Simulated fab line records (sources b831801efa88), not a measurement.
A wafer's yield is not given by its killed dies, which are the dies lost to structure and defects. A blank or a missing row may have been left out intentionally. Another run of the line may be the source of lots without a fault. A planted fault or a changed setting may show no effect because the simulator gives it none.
Which tool is to blame? || flow gf180mcu || Sampling: 6 lots, 18 wafers, 2 of 602 route steps

== WHAT THE GAUGES SHOWED, per wafer ==
GF_VT_IMPLANT_TW_MEAS_21.
{"lot": "L128", "measured": "day 6 22:37", "on": "film_metro-03", "VT_IMPLANT_2_TW": "1242 1237 1237"}
{"lot": "L132", "measured": "day 8 01:16", "on": "film_metro-04", "VT_IMPLANT_2_TW": "1209 1209 1206"}
{"lot": "L134", "measured": "day 8 16:55", "on": "film_metro-04", "VT_IMPLANT_2_TW": "1213 1201 1209"}
{"lot": "L137", "measured": "day 9 09:38", "on": "film_metro-01", "VT_IMPLANT_2_TW": "1223 1234 1221"}
{"lot": "L144", "measured": "day 11 05:01", "on": "film_metro-03", "VT_IMPLANT_2_TW": "1112 1116 1110"}
{"lot": "L148", "measured": "day 12 07:07", "on": "film_metro-04", "VT_IMPLANT_2_TW": "1207 1210 1202"}

== WHAT TOOL EACH LOT RAN ON (gives the tool, then ch and the chambers of the sampled wafers, and finally the start) ==
{"lot": "L128", "GF_VT_IMPLANT_IMPLANT_19": "implanter-04 ch 0, day 6 22:23"}
{"lot": "L132", "GF_VT_IMPLANT_IMPLANT_19": "implanter-01 ch 0, day 8 01:02"}
{"lot": "L134", "GF_VT_IMPLANT_IMPLANT_19": "implanter-01 ch 0, day 8 16:40"}
{"lot": "L137", "GF_VT_IMPLANT_IMPLANT_19": "implanter-03 ch 0, day 9 09:26"}
{"lot": "L144", "GF_VT_IMPLANT_IMPLANT_19": "implanter-03 ch 0, day 11 04:47"}
{"lot": "L148", "GF_VT_IMPLANT_IMPLANT_19": "implanter-04 ch 0, day 12 06:52"}
- GF_VT_IMPLANT_IMPLANT_19

== THE ANSWER, worked out from the rows above alone ==
Rule: the lots themselves supply what counts as usual. The widest of any qualifying gaps counts: lots, ordered by their means at a reading, are off when they make up no more than a third of the lots, leave a main group of 4 or more, and stand apart from it by 3 or more times the standard deviation of that group's means. A main group whose means are all the same, to the digits that the tables above print for the reading, isn't used. A lot without any number at a reading at which 4 lots or more have one is off too. All remaining lots with rows at the step are treated as sound.
Off: L144, at GF_VT_IMPLANT_TW_MEAS_21 (VT_IMPLANT_2_TW). The main group: mean 1217, standard deviation 13.
A tool fits if, at a process step before that reading, it ran every lot that is off, and no sound lot after the first of them. Gauges at GF_VT_IMPLANT_TW_MEAS_21: tried the same way as those tools. Undecided on this evidence; 2 tools fit (implanter-03 at GF_VT_IMPLANT_IMPLANT_19, film_metro-03 at GF_VT_IMPLANT_TW_MEAS_21).

== WHAT THE SIMULATOR PUT IN ==
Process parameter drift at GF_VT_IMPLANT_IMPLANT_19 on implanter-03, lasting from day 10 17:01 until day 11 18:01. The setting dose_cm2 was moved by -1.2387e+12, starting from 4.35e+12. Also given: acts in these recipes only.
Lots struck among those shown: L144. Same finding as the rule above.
